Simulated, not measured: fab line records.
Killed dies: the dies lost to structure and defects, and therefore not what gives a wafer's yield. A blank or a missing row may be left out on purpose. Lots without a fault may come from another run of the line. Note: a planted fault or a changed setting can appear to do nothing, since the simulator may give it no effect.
fab line records	flow sky130
record lots=24	wafers=72	last_day=50
route steps=708 shown LOCAL_INTERCONNECT@399 VIA2@519 CAPM@541 METAL3@563 VIA3@585
lots untouched by any fault: they come from a run of this same line in which no faults occurred
start_h: hours from the record's opening day to when the first of the lot's shown wafers began	wait_h: time in hours since the lot's previous step	" unchanged from the row above	L1.1+2: one row covering several wafers at once	- no value present, or no start provided	* or withheld: withheld	< > ~ a bound
route shown NAME@n: NAME is a module with steps in the file, n the number in the route of the first one	usual: mean/standard deviation taken from wafers without a fault	same: alike in all rows	chamber/n: place in a boat	sites: readings site by site	_std_site: the standard deviation of these	_edge_site: mean of outer sites minus mean of inner sites	radius_mm: how far each site lies from the wafer's centre	mask NAME#n: copy n	behind: the tool/chamber that last shaped the wafer	hold: reason for holding the lot/hours on hold/outcome of the hold	device: which transistor (n, p or np) failed to switch	end of line: the route-end tests of the same wafers	step lacking rows: just its recipe	killed: at the first sort, the dies lost to defects and structure; wafer yield is something else	map: a wafer's dies, x killed, . not, _ none there
set.NAME: the setting the step ran with; set.NAME@STEP: the setting that earlier step ran with	model.NAME: the simulator's own value behind a step, which no gauge read
route steps across a sampled set of lots; one table per step, one row per wafer
services: the hour from which a tool's chamber was out of use, counted from the record's first day as start_h (under 0 if before that day), plus the number of hours and why
## steps
# step SKY_LOCAL_INTERCONNECT_OVL_MEAS_12
# usual LOCAL_INTERCONNECT_OVL=-1/5.4
lot.wafer	tool	chamber	start_h	wait_h	LOCAL_INTERCONNECT_OVL[nm]
L074.2	overlay-01	-	698.46	0.1	2
L074.3	"	-	"	"	-8
L074.4	"	-	"	"	5
L075.2	overlay-01	-	704.58	0.1	-7
L075.4	"	-	"	"	1
L075.5	"	-	"	"	1
L076.3	overlay-02	-	715.50	0.1	-10
L076.4	"	-	"	"	-13
L076.6	"	-	"	"	-16
L077.2	overlay-01	-	724.51	0.1	16
L077.3	"	-	"	"	0
L077.4	"	-	"	"	4
L078.2	overlay-01	-	735.94	0.1	-2
L078.4	"	-	"	"	-1
L078.6	"	-	"	"	-7
L079.3	overlay-01	-	743.04	0.1	2
L079.5	"	-	"	"	6
L079.6	"	-	"	"	4
L081.2	overlay-01	-	754.64	0.1	-8
L081.3	"	-	"	"	-9
L081.5	"	-	"	"	-4
L080.1	overlay-02	-	763.24	0.1	-1
L080.2	"	-	"	"	-11
L080.4	"	-	"	"	-5
L082.1	overlay-01	-	767.37	0.1	1
L082.5	"	-	"	"	-4
L082.6	"	-	"	"	-10
L083.1	overlay-02	-	788.12	0.1	-1
L083.3	"	-	"	"	-5
L083.4	"	-	"	"	3
L084.1	overlay-02	-	806.84	0.1	2
L084.2	"	-	"	"	-1
L084.6	"	-	"	"	2
L085.1	overlay-02	-	808.69	0.1	5
L085.3	"	-	"	"	2
L085.4	"	-	"	"	6
L086.1	overlay-02	-	812.65	0.1	5
L086.4	"	-	"	"	-3
L086.6	"	-	"	"	-2
L087.1	overlay-01	-	813.00	0.1	-1
L087.5	"	-	"	"	-1
L087.6	"	-	"	"	-3
L088.1	overlay-02	-	820.37	0.1	7
L088.2	"	-	"	"	2
L088.4	"	-	"	"	-4
L089.1	overlay-01	-	824.69	0.1	1
L089.2	"	-	"	"	-4
L089.6	"	-	"	"	-2
L090.3	overlay-01	-	826.19	0.1	0
L090.5	"	-	"	"	1
L090.6	"	-	"	"	1
L092.1	overlay-02	-	842.73	0.1	10
L092.4	"	-	"	"	4
L092.5	"	-	"	"	2
L091.2	overlay-02	-	843.64	0.1	-6
L091.3	"	-	"	"	-11
L091.5	"	-	"	"	-8
L093.4	overlay-01	-	848.35	0.1	-5
L093.5	"	-	"	"	1
L093.6	"	-	"	"	-3
L094.1	overlay-02	-	855.38	0.1	-9
L094.2	"	-	"	"	-4
L094.5	"	-	"	"	-5
L095.1	overlay-01	-	859.79	0.1	-4
L095.4	"	-	"	"	10
L095.6	"	-	"	"	-8
L096.2	overlay-02	-	864.04	0.1	0
L096.4	"	-	"	"	-6
L096.5	"	-	"	"	-2
L097.1	overlay-02	-	876.98	0.1	5
L097.2	"	-	"	"	4
L097.3	"	-	"	"	0
# step SKY_VIA2_CD_MEAS_12
# recipe target_cd_nm=200
# usual cd_nm=200.2/1.3
lot.wafer	tool	chamber	start_h	wait_h	cd_nm
L074.2	cd_sem-02	-	841.38	-	200.3
L074.3	"	-	"	"	199.5
L074.4	"	-	"	"	199.4
L075.2	cd_sem-02	-	845.53	-	198.1
L075.4	"	-	"	"	199.9
L075.5	"	-	"	"	199.5
L076.3	cd_sem-02	-	856.17	-	198.8
L076.4	"	-	"	"	199.2
L076.6	"	-	"	"	199.6
L077.2	cd_sem-02	-	863.16	-	197.4
L077.3	"	-	"	"	199.7
L077.4	"	-	"	"	198.7
L078.2	cd_sem-02	-	875.40	-	199.8
L078.4	"	-	"	"	200.0
L078.6	"	-	"	"	199.4
L079.3	cd_sem-01	-	882.40	-	202.4
L079.5	"	-	"	"	201.1
L079.6	"	-	"	"	201.1
L081.2	cd_sem-02	-	893.51	-	200.1
L081.3	"	-	"	"	200.6
L081.5	"	-	"	"	201.0
L080.1	cd_sem-01	-	901.26	-	201.2
L080.2	"	-	"	"	201.7
L080.4	"	-	"	"	202.0
L082.1	cd_sem-02	-	905.89	-	201.8
L082.5	"	-	"	"	200.7
L082.6	"	-	"	"	201.0
L083.1	cd_sem-02	-	926.18	-	201.3
L083.3	"	-	"	"	201.2
L083.4	"	-	"	"	200.2
L084.1	cd_sem-02	-	944.01	-	201.2
L084.2	"	-	"	"	200.7
L084.6	"	-	"	"	201.7
L085.1	cd_sem-02	-	945.13	-	198.3
L085.3	"	-	"	"	198.6
L085.4	"	-	"	"	197.9
L086.1	cd_sem-01	-	948.19	-	199.8
L086.4	"	-	"	"	200.2
L086.6	"	-	"	"	200.3
L087.1	cd_sem-02	-	949.14	-	200.5
L087.5	"	-	"	"	200.5
L087.6	"	-	"	"	200.1
L088.1	cd_sem-01	-	954.78	-	200.5
L088.2	"	-	"	"	199.4
L088.4	"	-	"	"	201.0
L089.1	cd_sem-02	-	958.41	-	201.7
L089.2	"	-	"	"	201.9
L089.6	"	-	"	"	200.8
L090.3	cd_sem-02	-	960.58	-	198.4
L090.5	"	-	"	"	200.1
L090.6	"	-	"	"	198.9
L092.1	cd_sem-02	-	976.28	-	197.0
L092.4	"	-	"	"	197.4
L092.5	"	-	"	"	197.8
L091.2	cd_sem-01	-	976.83	-	199.7
L091.3	"	-	"	"	199.6
L091.5	"	-	"	"	201.4
L093.4	cd_sem-01	-	980.92	-	201.4
L093.5	"	-	"	"	201.4
L093.6	"	-	"	"	201.1
L094.1	cd_sem-02	-	989.53	-	200.2
L094.2	"	-	"	"	200.0
L094.5	"	-	"	"	202.4
L095.1	cd_sem-01	-	992.41	-	201.3
L095.4	"	-	"	"	202.2
L095.6	"	-	"	"	201.7
L096.2	cd_sem-01	-	995.58	-	201.0
L096.4	"	-	"	"	200.3
L096.5	"	-	"	"	200.8
L097.1	cd_sem-01	-	1007.58	-	200.4
L097.2	"	-	"	"	199.1
L097.3	"	-	"	"	200.4
# step SKY_CAPM_THK_MEAS_04
# recipe thk_meas_gauge=xrf	reads=TiN_of_CAPM_SPUTTER_02
# usual CAPM_TIN_THK=207.6/2.6
lot.wafer	tool	chamber	start_h	wait_h	CAPM_TIN_THK[nm]
L074.2	film_metro-02	-	843.35	0.1	208.4
L074.3	"	-	"	"	201.8
L074.4	"	-	"	"	207.2
L075.2	film_metro-01	-	847.53	0.1	208.1
L075.4	"	-	"	"	209.6
L075.5	"	-	"	"	206.6
L076.3	film_metro-01	-	858.14	0.1	204.7
L076.4	"	-	"	"	212.1
L076.6	"	-	"	"	208.3
L077.2	film_metro-04	-	865.14	0.1	208.6
L077.3	"	-	"	"	206.8
L077.4	"	-	"	"	200.3
L078.2	film_metro-02	-	877.43	0.1	204.5
L078.4	"	-	"	"	208.7
L078.6	"	-	"	"	207.5
L079.3	film_metro-01	-	884.37	0.1	206.2
L079.5	"	-	"	"	205.3
L079.6	"	-	"	"	204.5
L081.2	film_metro-02	-	895.49	0.1	210.2
L081.3	"	-	"	"	209.9
L081.5	"	-	"	"	209.7
L080.1	film_metro-02	-	903.25	0.1	209.9
L080.2	"	-	"	"	209.3
L080.4	"	-	"	"	209.4
L082.1	film_metro-04	-	907.94	0.1	207.0
L082.5	"	-	"	"	210.0
L082.6	"	-	"	"	205.8
L083.1	film_metro-02	-	928.23	0.1	209.5
L083.3	"	-	"	"	208.7
L083.4	"	-	"	"	205.5
L084.1	film_metro-01	-	946.00	0.1	204.2
L084.2	"	-	"	"	207.0
L084.6	"	-	"	"	208.5
L085.1	film_metro-01	-	947.12	0.1	205.9
L085.3	"	-	"	"	209.5
L085.4	"	-	"	"	210.0
L086.1	film_metro-01	-	950.19	0.1	210.2
L086.4	"	-	"	"	211.7
L086.6	"	-	"	"	207.3
L087.1	film_metro-01	-	951.39	0.1	208.3
L087.5	"	-	"	"	207.6
L087.6	"	-	"	"	210.4
L088.1	film_metro-01	-	956.78	0.1	211.7
L088.2	"	-	"	"	207.6
L088.4	"	-	"	"	207.5
L089.1	film_metro-01	-	960.41	0.1	212.6
L089.2	"	-	"	"	212.9
L089.6	"	-	"	"	210.6
L090.3	film_metro-02	-	962.55	0.1	209.7
L090.5	"	-	"	"	211.8
L090.6	"	-	"	"	206.4
L092.1	film_metro-02	-	978.27	0.1	206.1
L092.4	"	-	"	"	201.9
L092.5	"	-	"	"	207.5
L091.2	film_metro-02	-	978.81	0.1	206.2
L091.3	"	-	"	"	201.9
L091.5	"	-	"	"	204.3
L093.4	film_metro-02	-	983.33	0.1	210.1
L093.5	"	-	"	"	207.7
L093.6	"	-	"	"	206.0
L094.1	film_metro-04	-	991.52	0.1	210.8
L094.2	"	-	"	"	205.0
L094.5	"	-	"	"	206.5
L095.1	film_metro-04	-	994.40	0.1	204.6
L095.4	"	-	"	"	201.8
L095.6	"	-	"	"	207.1
L096.2	film_metro-02	-	997.69	0.1	210.5
L096.4	"	-	"	"	209.4
L096.5	"	-	"	"	211.3
L097.1	film_metro-01	-	1009.57	0.1	208.7
L097.2	"	-	"	"	209.6
L097.3	"	-	"	"	205.6
# step SKY_CAPM_STRIP_14
# recipe chemistry=O2/N2	power_w=1400	pressure_mtorr=1500	platen_temp_c=withheld	o2_flow_sccm=3000	n2_flow_sccm=300	overash_fraction=0.5
# usual drypump_motor_current_A=5.55/0.27	oes_product_au=0.710/0.0045	strip_time_to_endpoint_s=12.66/0.056
lot.wafer	tool	chamber	start_h	wait_h	drypump_motor_current_A	oes_product_au	rf_hours_counter_h	strip_time_to_endpoint_s
L074.2	plasma_asher-03	1	869.68	0.1	5.15	0.715	41	12.63
L074.3	"	0	"	"	5.64	0.706	-	12.68
L074.4	"	1	"	"	5.15	0.714	-	12.72
L075.2	plasma_asher-01	0	873.48	0.1	6.01	0.718	74	12.71
L075.4	"	0	"	"	6.00	0.712	-	12.68
L075.5	"	1	"	"	5.44	0.707	-	12.70
L076.3	plasma_asher-03	1	883.73	0.1	5.17	0.706	-	12.58
L076.4	"	0	"	"	5.62	0.707	-	12.63
L076.6	"	0	"	"	5.62	0.701	-	12.63
L077.2	plasma_asher-01	0	890.34	0.1	5.98	0.708	76	12.64
L077.3	"	1	"	"	5.44	0.709	-	12.59
L077.4	"	0	"	"	5.99	0.710	-	12.66
L078.2	plasma_asher-01	1	902.78	0.1	5.45	0.705	78	12.66
L078.4	"	0	"	"	5.99	0.700	-	12.67
L078.6	"	0	"	"	5.97	0.714	-	12.71
L079.3	plasma_asher-03	1	909.48	0.1	5.12	0.711	-	12.65
L079.5	"	1	"	"	5.16	0.708	-	12.61
L079.6	"	0	"	"	5.62	0.717	-	12.66
L081.2	plasma_asher-03	1	920.55	0.1	5.14	0.713	46	12.65
L081.3	"	0	"	"	5.65	0.713	-	12.62
L081.5	"	0	"	"	5.62	0.705	-	12.62
L080.1	plasma_asher-02	0	927.73	0.1	5.72	0.713	114	12.69
L080.2	"	1	"	"	5.48	0.705	114	12.65
L080.4	"	0	"	"	5.70	0.712	-	12.62
L082.1	plasma_asher-01	0	932.95	0.1	5.98	0.714	81	12.72
L082.5	"	0	"	"	6.00	0.708	-	12.74
L082.6	"	1	"	"	5.44	0.712	-	12.73
L083.1	plasma_asher-03	1	952.44	0.1	5.15	0.711	50	12.74
L083.3	"	0	"	"	5.61	0.705	-	12.74
L083.4	"	1	"	"	5.14	0.707	-	12.76
L084.1	plasma_asher-02	1	969.94	0.1	5.48	0.709	118	12.61
L084.2	"	0	"	"	5.70	0.712	118	12.54
L084.6	"	0	"	"	5.69	0.715	-	12.67
L085.1	plasma_asher-02	1	971.48	0.1	5.48	0.705	118	12.72
L085.3	"	0	"	"	5.69	0.704	-	12.67
L085.4	"	1	"	"	5.48	0.707	-	12.68
L086.1	plasma_asher-03	1	974.05	0.1	5.16	0.720	52	12.63
L086.4	"	0	"	"	5.64	0.720	-	12.67
L086.6	"	0	"	"	5.65	0.700	-	12.69
L087.1	plasma_asher-03	0	975.16	0.1	5.64	0.710	52	12.66
L087.5	"	1	"	"	5.16	0.713	-	12.65
L087.6	"	0	"	"	5.63	0.707	-	12.65
L088.1	plasma_asher-03	1	981.51	0.1	5.13	0.710	53	12.62
L088.2	"	0	"	"	5.66	0.706	53	12.63
L088.4	"	1	"	"	5.14	0.715	-	12.62
L089.1	plasma_asher-02	1	984.38	0.1	5.46	0.707	120	12.66
L089.2	"	0	"	"	5.72	0.713	120	12.64
L089.6	"	0	"	"	5.73	0.710	-	12.67
L090.3	plasma_asher-02	0	986.33	0.1	5.73	0.707	-	12.53
L090.5	"	1	"	"	5.46	0.707	-	12.65
L090.6	"	0	"	"	5.72	0.712	-	12.58
L092.1	plasma_asher-03	1	1001.30	0.1	5.16	0.711	56	12.57
L092.4	"	0	"	"	5.64	0.717	-	12.64
L092.5	"	0	"	"	5.63	0.710	-	12.54
L091.2	plasma_asher-01	1	1001.93	0.1	5.44	0.705	84	12.57
L091.3	"	0	"	"	6.01	0.715	-	12.58
L091.5	"	0	"	"	6.01	0.713	-	12.59
L093.4	plasma_asher-01	1	1006.86	0.1	5.42	0.707	-	12.67
L093.5	"	1	"	"	5.43	0.717	-	12.66
L093.6	"	0	"	"	5.99	0.709	-	12.64
L094.1	plasma_asher-02	1	1014.18	0.1	5.46	0.708	124	12.71
L094.2	"	0	"	"	5.73	0.703	124	12.65
L094.5	"	1	"	"	5.45	0.712	-	12.65
L095.1	plasma_asher-01	1	1017.14	0.1	5.39	0.707	86	12.58
L095.4	"	0	"	"	6.02	0.712	-	12.59
L095.6	"	0	"	"	6.03	0.704	-	12.56
L096.2	plasma_asher-03	0	1021.35	0.1	5.63	0.711	58	12.73
L096.4	"	0	"	"	5.62	0.710	-	12.74
L096.5	"	0	"	"	5.63	0.713	-	12.80
L097.1	plasma_asher-02	1	1031.99	0.1	5.47	0.714	126	12.72
L097.2	"	0	"	"	5.72	0.717	126	12.71
L097.3	"	0	"	"	5.69	0.703	-	12.65
# step SKY_METAL3_CD_MEAS_13
# recipe target_cd_nm=300
# usual cd_nm=300.2/1.7
lot.wafer	tool	chamber	start_h	wait_h	cd_nm
L074.2	cd_sem-02	-	895.68	-	301.4
L074.3	"	-	"	"	300.1
L074.4	"	-	"	"	300.5
L075.2	cd_sem-02	-	900.04	-	297.9
L075.4	"	-	"	"	299.2
L075.5	"	-	"	"	298.4
L076.3	cd_sem-01	-	909.88	-	300.9
L076.4	"	-	"	"	301.0
L076.6	"	-	"	"	299.4
L077.2	cd_sem-02	-	915.43	-	301.1
L077.3	"	-	"	"	300.1
L077.4	"	-	"	"	300.7
L078.2	cd_sem-02	-	927.99	-	301.9
L078.4	"	-	"	"	299.7
L078.6	"	-	"	"	302.6
L079.3	cd_sem-02	-	934.56	-	299.0
L079.5	"	-	"	"	298.6
L079.6	"	-	"	"	299.7
L081.2	cd_sem-01	-	945.78	-	302.1
L081.3	"	-	"	"	300.0
L081.5	"	-	"	"	299.4
L080.1	cd_sem-01	-	952.71	-	300.9
L080.2	"	-	"	"	300.6
L080.4	"	-	"	"	301.5
L082.1	cd_sem-02	-	957.87	-	298.2
L082.5	"	-	"	"	298.1
L082.6	"	-	"	"	298.0
L083.1	cd_sem-01	-	976.37	-	298.2
L083.3	"	-	"	"	297.7
L083.4	"	-	"	"	297.7
L084.1	cd_sem-02	-	994.22	-	299.8
L084.2	"	-	"	"	300.4
L084.6	"	-	"	"	299.5
L085.1	cd_sem-02	-	995.87	-	299.4
L085.3	"	-	"	"	298.9
L085.4	"	-	"	"	299.5
L086.1	cd_sem-01	-	998.19	-	300.1
L086.4	"	-	"	"	300.0
L086.6	"	-	"	"	299.2
L087.1	cd_sem-02	-	999.11	-	299.4
L087.5	"	-	"	"	299.1
L087.6	"	-	"	"	300.0
L088.1	cd_sem-02	-	1005.66	-	300.9
L088.2	"	-	"	"	299.8
L088.4	"	-	"	"	301.1
L089.1	cd_sem-02	-	1008.29	-	299.0
L089.2	"	-	"	"	298.6
L089.6	"	-	"	"	298.1
L090.3	cd_sem-02	-	1010.51	-	299.6
L090.5	"	-	"	"	298.7
L090.6	"	-	"	"	298.9
L092.1	cd_sem-01	-	1024.86	-	298.2
L092.4	"	-	"	"	300.0
L092.5	"	-	"	"	299.0
L091.2	cd_sem-02	-	1025.34	-	303.2
L091.3	"	-	"	"	302.5
L091.5	"	-	"	"	302.3
L093.4	cd_sem-01	-	1029.98	-	302.3
L093.5	"	-	"	"	304.1
L093.6	"	-	"	"	304.0
L094.1	cd_sem-01	-	1036.52	-	302.6
L094.2	"	-	"	"	303.0
L094.5	"	-	"	"	301.6
L095.1	cd_sem-02	-	1040.44	-	298.6
L095.4	"	-	"	"	297.9
L095.6	"	-	"	"	299.3
L096.2	cd_sem-01	-	1044.19	-	300.4
L096.4	"	-	"	"	300.2
L096.5	"	-	"	"	301.3
L097.1	cd_sem-02	-	1053.94	-	304.1
L097.2	"	-	"	"	301.6
L097.3	"	-	"	"	302.7
# step SKY_VIA3_CD_MEAS_12
# recipe target_cd_nm=200
# usual cd_nm=200.4/1.7
lot.wafer	tool	chamber	start_h	wait_h	cd_nm
L074.2	cd_sem-01	-	921.85	-	201.0
L074.3	"	-	"	"	200.2
L074.4	"	-	"	"	200.8
L075.2	cd_sem-02	-	926.74	-	199.4
L075.4	"	-	"	"	198.6
L075.5	"	-	"	"	198.9
L076.3	cd_sem-02	-	935.86	-	198.9
L076.4	"	-	"	"	199.1
L076.6	"	-	"	"	199.7
L077.2	cd_sem-02	-	942.24	-	200.8
L077.3	"	-	"	"	201.1
L077.4	"	-	"	"	200.9
L078.2	cd_sem-02	-	954.03	-	199.7
L078.4	"	-	"	"	201.6
L078.6	"	-	"	"	201.2
L079.3	cd_sem-01	-	960.60	-	202.2
L079.5	"	-	"	"	203.1
L079.6	"	-	"	"	202.2
L081.2	cd_sem-01	-	971.45	-	202.3
L081.3	"	-	"	"	202.3
L081.5	"	-	"	"	201.8
L080.1	cd_sem-02	-	979.06	-	198.2
L080.2	"	-	"	"	198.3
L080.4	"	-	"	"	197.4
L082.1	cd_sem-01	-	984.08	-	199.4
L082.5	"	-	"	"	199.2
L082.6	"	-	"	"	200.1
L083.1	cd_sem-02	-	1001.52	-	200.3
L083.3	"	-	"	"	201.8
L083.4	"	-	"	"	201.9
L084.1	cd_sem-01	-	1018.57	-	200.8
L084.2	"	-	"	"	200.4
L084.6	"	-	"	"	201.2
L085.1	cd_sem-02	-	1020.41	-	199.6
L085.3	"	-	"	"	199.9
L085.4	"	-	"	"	200.6
L086.1	cd_sem-02	-	1022.77	-	202.3
L086.4	"	-	"	"	202.6
L086.6	"	-	"	"	204.1
L087.1	cd_sem-02	-	1024.03	-	199.1
L087.5	"	-	"	"	199.1
L087.6	"	-	"	"	198.9
L088.1	cd_sem-02	-	1029.88	-	200.2
L088.2	"	-	"	"	199.5
L088.4	"	-	"	"	201.3
L089.1	cd_sem-01	-	1032.83	-	200.8
L089.2	"	-	"	"	200.9
L089.6	"	-	"	"	200.5
L090.3	cd_sem-01	-	1034.21	-	200.2
L090.5	"	-	"	"	200.6
L090.6	"	-	"	"	201.5
L092.1	cd_sem-02	-	1048.42	-	197.3
L092.4	"	-	"	"	196.0
L092.5	"	-	"	"	196.0
L091.2	cd_sem-02	-	1049.33	-	203.0
L091.3	"	-	"	"	201.2
L091.5	"	-	"	"	202.4
L093.4	cd_sem-01	-	1053.39	-	201.1
L093.5	"	-	"	"	202.3
L093.6	"	-	"	"	202.2
L094.1	cd_sem-02	-	1059.23	-	202.4
L094.2	"	-	"	"	203.5
L094.5	"	-	"	"	202.4
L095.1	cd_sem-01	-	1064.01	-	198.9
L095.4	"	-	"	"	198.8
L095.6	"	-	"	"	199.1
L096.2	cd_sem-02	-	1067.98	-	199.7
L096.4	"	-	"	"	198.6
L096.5	"	-	"	"	200.1
L097.1	cd_sem-01	-	1076.17	-	199.2
L097.2	"	-	"	"	199.9
L097.3	"	-	"	"	198.7
## services
tool	chamber	start_h	hours	kind
plasma_asher-02	-	898.92	14.6	pm
plasma_asher-01	-	901.07	0.8	repair
plasma_asher-01	-	912.26	4.3	pm
plasma_asher-03	-	956.01	2.8	pm
plasma_asher-01	-	961.34	35.7	repair
plasma_asher-03	-	1025.48	12.0	repair
## key
fault none
